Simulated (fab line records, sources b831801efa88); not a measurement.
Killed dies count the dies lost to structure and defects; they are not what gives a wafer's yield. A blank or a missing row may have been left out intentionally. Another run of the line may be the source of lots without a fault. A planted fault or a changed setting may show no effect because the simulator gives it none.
Struck lot and sound lot, side by side + flow sky130 + 17 steps out of a route of 708
Sound: these wafers, L633.1, L633.5, L633.6. Struck: wafers L619.2, L619.4, L619.5. At the end, the cause is stated.
For every step that has rows: the tool of each side, followed by ch and its chambers, followed by its first start. Under that, the readings that differ: sound wafers + struck wafers + difference of the means + sigmas: that difference in standard deviations of wafers without a fault.
alike: readings with means less than 2 such deviations apart, plus words and numbers identical on both sides. not compared: withheld readings, readings lacking a value on some wafer, bounds such as >300 that could conceal the same value, and numbers that have no deviation in the record and whose values overlap.
Wherever a step has rows on one side only, a row that says differs or no value, or a row with sigmas, the two part there. Numbers that don't overlap but have no deviation are shown without sigmas and don't part them. A reading missing from all wafers of one side parts the sides only when that side holds two or more wafers.

first, 1 step without rows for these wafers: SKY_VT_ADJUST_NCORE_IMPLANT_09.
SKY_VT_ADJUST_NCORE_STRIP_10: strips in O2/N2.
  sound on plasma-asher-01 ch 0,1, day 14 05:02; struck on plasma-asher-04 ch 0,1, day 9 16:23
  alike: drypump-motor-current-A, n2-flow-sccm, oes-product-au, strip-time-to-endpoint-s
  not compared: rf-hours-counter-h
SKY_VT_ADJUST_NCORE_TW_MEAS_11:
  sound: film-metro-03 at day 14 05:08; struck: film-metro-04 at day 9 16:30
  alike: VT_ADJUST_NCORE_TW
then, 7 steps without rows for these wafers: SKY_VT_ADJUST_HVTR_DEHYDRATE_00 (time 60 s); SKY_VT_ADJUST_HVTR_HMDS_01 (prime time 60 s); SKY_VT_ADJUST_HVTR_COAT_02 (resist thk 1140 nm); SKY_VT_ADJUST_HVTR_SOFTBAKE_03 (time 60 s); SKY_VT_ADJUST_HVTR_EXPOSE_04 (exposes mask HVTRM, target cd 380 nm); SKY_VT_ADJUST_HVTR_PEB_05; SKY_VT_ADJUST_HVTR_DEVELOP_06 (develop time 60 s).
SKY_VT_ADJUST_HVTR_CD_MEAS_07: target cd 380 nm.
  sound: cd-sem-02 at day 15 08:08; struck: cd-sem-02 at day 10 14:21
  alike: cd-nm
SKY_VT_ADJUST_HVTR_OVL_MEAS_08:
  sound: overlay-01 at day 15 08:15; struck: overlay-01 at day 10 14:28
  alike: VT_ADJUST_HVTR_OVL
SKY_VT_ADJUST_HVTR_IMPLANT_09:
  sound on implanter-01 ch 0, day 15 08:17; struck on implanter-01 ch 0, day 10 14:50
SKY_VT_ADJUST_HVTR_STRIP_10: strips in O2/N2.
  sound on plasma-asher-02 ch 0,1, day 15 08:26; struck on plasma-asher-04 ch 0,1, day 10 14:58
  alike: drypump-motor-current-A, n2-flow-sccm, oes-product-au, strip-time-to-endpoint-s
  not compared: rf-hours-counter-h
SKY_VT_ADJUST_HVTR_TW_MEAS_11:
  sound: film-metro-03 at day 15 08:32; struck: film-metro-03 at day 10 15:08
| reading           | sound       | struck      | difference | sigmas |
|-------------------|-------------|-------------|------------|--------|
| VT_ADJUST_HVTR_TW | 215 216 215 | 261 261 261 | +46        | +12    |
then, 1 step without rows for these wafers: SKY_VT_ADJUST_PCH_DEHYDRATE_00 (time 60 s).
-- the record jumps here: 36 days lie between the struck wafers' starts before and after (it left off in module VT_ADJUST_PCH and takes up again in module PAD_OPEN, whose first step shown is number 708 of the route) --
SKY_PAD_OPEN_PROBE_99:
  sound: prober-01 at day 50 04:29; struck: prober-01 at day 46 22:27
| reading                                   | sound                   | struck                     | difference | sigmas |
|-------------------------------------------|-------------------------|----------------------------|------------|--------|
| model.etest.pfet_01v8_mvt.drive-ua-um     | 154.6 154.7 155.7       | 199.6 195 199.7            | +43.1      |        |
| model.etest.pfet_01v8_mvt.off-log10-a-um  | -10.84 -10.72 -10.91    | -6.041 -6.264 -6.202       | +4.654     |        |
| model.etest.pfet_01v8_mvt.vt-sat-v (V)    | -0.5753 -0.5748 -0.5757 | -0.05054 -0.07656 -0.07839 | +0.50677   |        |
| model.etest.pfet_01v8_mvt.vt-v (V)        | -0.665 -0.6613 -0.6634  | -0.2079 -0.2246 -0.2334    | +0.4413    |        |
| model.etest.pfet_01v8_mvt.vt-long-v (V)   | -0.8691 -0.8678 -0.87   | -0.4819 -0.4869 -0.5057    | +0.3775    |        |
| model.etest.pfet_01v8_mvt.body-rise-v (V) | -0.1835 -0.1829 -0.182  | -0.2361 -0.2354 -0.2318    | -0.0516    |        |
  alike: killed_at_M0_to_M3, killed_at_M4_up, killed-at-contacts, killed-at-front-end, killed-at-other, killed-dies, killed-open, killed-short

== WHERE THEY PART ==
Only at SKY_VT_ADJUST_HVTR_TW_MEAS_11, as far as this record shows. Later steps at which nothing parts them and some readings are alike: SKY_PAD_OPEN_PROBE_99.

WHY: what had been put in by the simulator
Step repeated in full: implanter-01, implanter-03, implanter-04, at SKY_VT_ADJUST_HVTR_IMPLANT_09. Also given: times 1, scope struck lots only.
